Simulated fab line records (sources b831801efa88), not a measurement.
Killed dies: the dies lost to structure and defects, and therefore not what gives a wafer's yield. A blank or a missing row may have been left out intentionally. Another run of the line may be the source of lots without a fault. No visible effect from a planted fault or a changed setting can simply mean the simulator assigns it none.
A lot that was struck, set against a sound lot -- flow gf180mcu -- 26 steps out of a route of 602
Sound: wafers L731.2, L731.3, L731.4. The struck wafers were L747.1, L747.3, L747.6. The cause comes at the end.
Each step with rows lists, per side, the tool, then ch with its chambers, then its first start. Under that, the readings that differ: sound wafers -- struck wafers -- difference of the means -- sigmas: that difference in standard deviations of wafers without a fault.
alike: readings with means less than 2 such deviations apart, plus words and numbers identical on both sides. not compared: withheld readings, readings lacking a value on some wafer, bounds such as >300 that could conceal the same value, and numbers that have no deviation in the record and whose values overlap.
The two part at a step that has a row with sigmas, a row that says differs or no value, or rows on one side only. When numbers do not overlap yet have no deviation, they are printed without sigmas and do not part them. A reading missing from all wafers of one side parts the sides only when that side holds two or more wafers.

first, 5 steps without rows for these wafers: GF_HV_LDD_COAT_14 (resist thk 1000 nm); GF_HV_LDD_SOFTBAKE_15 (time 60 s); GF_HV_LDD_EXPOSE_16 (exposes mask Pplus LV AREA, target cd 400 nm); GF_HV_LDD_PEB_17; GF_HV_LDD_DEVELOP_18 (develop time 60 s).
GF_HV_LDD_CD_MEAS_19 targets a cd of 400 nm.
  struck on cd-sem-01, day 17 18:30; sound on cd-sem-02, day 12 17:05
  alike: cd-nm
GF_HV_LDD_OVL_MEAS_20:
  struck on overlay-02, day 17 18:37; sound on overlay-02, day 12 17:11
  alike: HV_LDD_01_OVL
after that, 1 step had no rows for these wafers: GF_HV_LDD_IMPLANT_21.
GF_HV_LDD_STRIP_22: strips in O2/N2.
  sound on plasma-asher-03 ch 0,1, day 12 17:22; struck on plasma-asher-02 ch 0,1, day 17 18:49
  alike: drypump-motor-current-A, heater-power-w, oes-product-au, strip-time-to-endpoint-s
  not compared: rf-hours-counter-h
GF_HV_LDD_TW_MEAS_23:
  struck on film-metro-03, day 17 18:55; sound on film-metro-03, day 12 17:28
  alike: HV_LDD_2_TW
then, 2 steps without rows for these wafers: GF_HV_LDD_DEHYDRATE_24 (time 60 s); GF_HV_LDD_HMDS_25 (prime time 60 s).
GF_HV_LDD_COAT_26: resist thk 1000 nm.
  sound on litho-track-04 ch 0, day 13 03:29; struck on litho-track-04 ch 0, day 18 06:10
reading,sound,struck,difference,sigmas
model.NOVOLAK_of_HV_LDD_COAT_26.thk-nm (nm),993.5 995.1 996.9,971.4 969.9 967.7,-25.5,
then, 3 steps without rows for these wafers: GF_HV_LDD_SOFTBAKE_27 (time 60 s); GF_HV_LDD_EXPOSE_28 (exposes mask Nplus HV AREA, target cd 400 nm); GF_HV_LDD_PEB_29.
GF_HV_LDD_DEVELOP_30: develop time 60 s.
  sound on litho-track-04 ch 0, day 13 12:56; struck on litho-track-04 ch 0, day 18 18:10
reading,sound,struck,difference,sigmas
model.NOVOLAK_of_HV_LDD_COAT_26.thk-nm (nm),993.1 994.7 996.5,971 969.5 967.3,-26,
  alike: developer-temp-C
GF_HV_LDD_CD_MEAS_31 targets a cd of 400 nm.
  struck on cd-sem-01, day 18 18:19; sound on cd-sem-01, day 13 13:05
  alike: cd-nm
GF_HV_LDD_OVL_MEAS_32:
  struck on overlay-02, day 18 18:26; sound on overlay-02, day 13 13:11
  alike: HV_LDD_02_OVL
then, 4 steps without rows for these wafers: GF_HV_LDD_IMPLANT_33; GF_HV_LDD_IMPLANT_34; GF_HV_LDD_IMPLANT_35; GF_HV_LDD_IMPLANT_36.
GF_HV_LDD_STRIP_37: strips in O2/N2.
  sound on plasma-asher-01 ch 0,1, day 13 13:49; struck on plasma-asher-03 ch 0,1, day 18 19:04
reading,sound,struck,difference,sigmas
strip-time-to-endpoint-s (s),12.55 12.58 12.58,12.30 12.28 12.26,-0.29,-9
  alike: drypump-motor-current-A, heater-power-w, oes-product-au
  not compared: rf-hours-counter-h
GF_HV_LDD_TW_MEAS_38:
  struck on film-metro-02, day 18 19:10; sound on film-metro-03, day 13 13:56
reading,sound,struck,difference,sigmas
HV_LDD_3_TW,1421 1416 1428,1448 1446 1459,+29,+2
after that, 1 step had no rows for these wafers: GF_PASSIVATION_PROBE_99.

WHERE THEY PART
At GF_HV_LDD_STRIP_37 first; at GF_HV_LDD_TW_MEAS_38 last (within this record only).

WHY: what the simulator had put in
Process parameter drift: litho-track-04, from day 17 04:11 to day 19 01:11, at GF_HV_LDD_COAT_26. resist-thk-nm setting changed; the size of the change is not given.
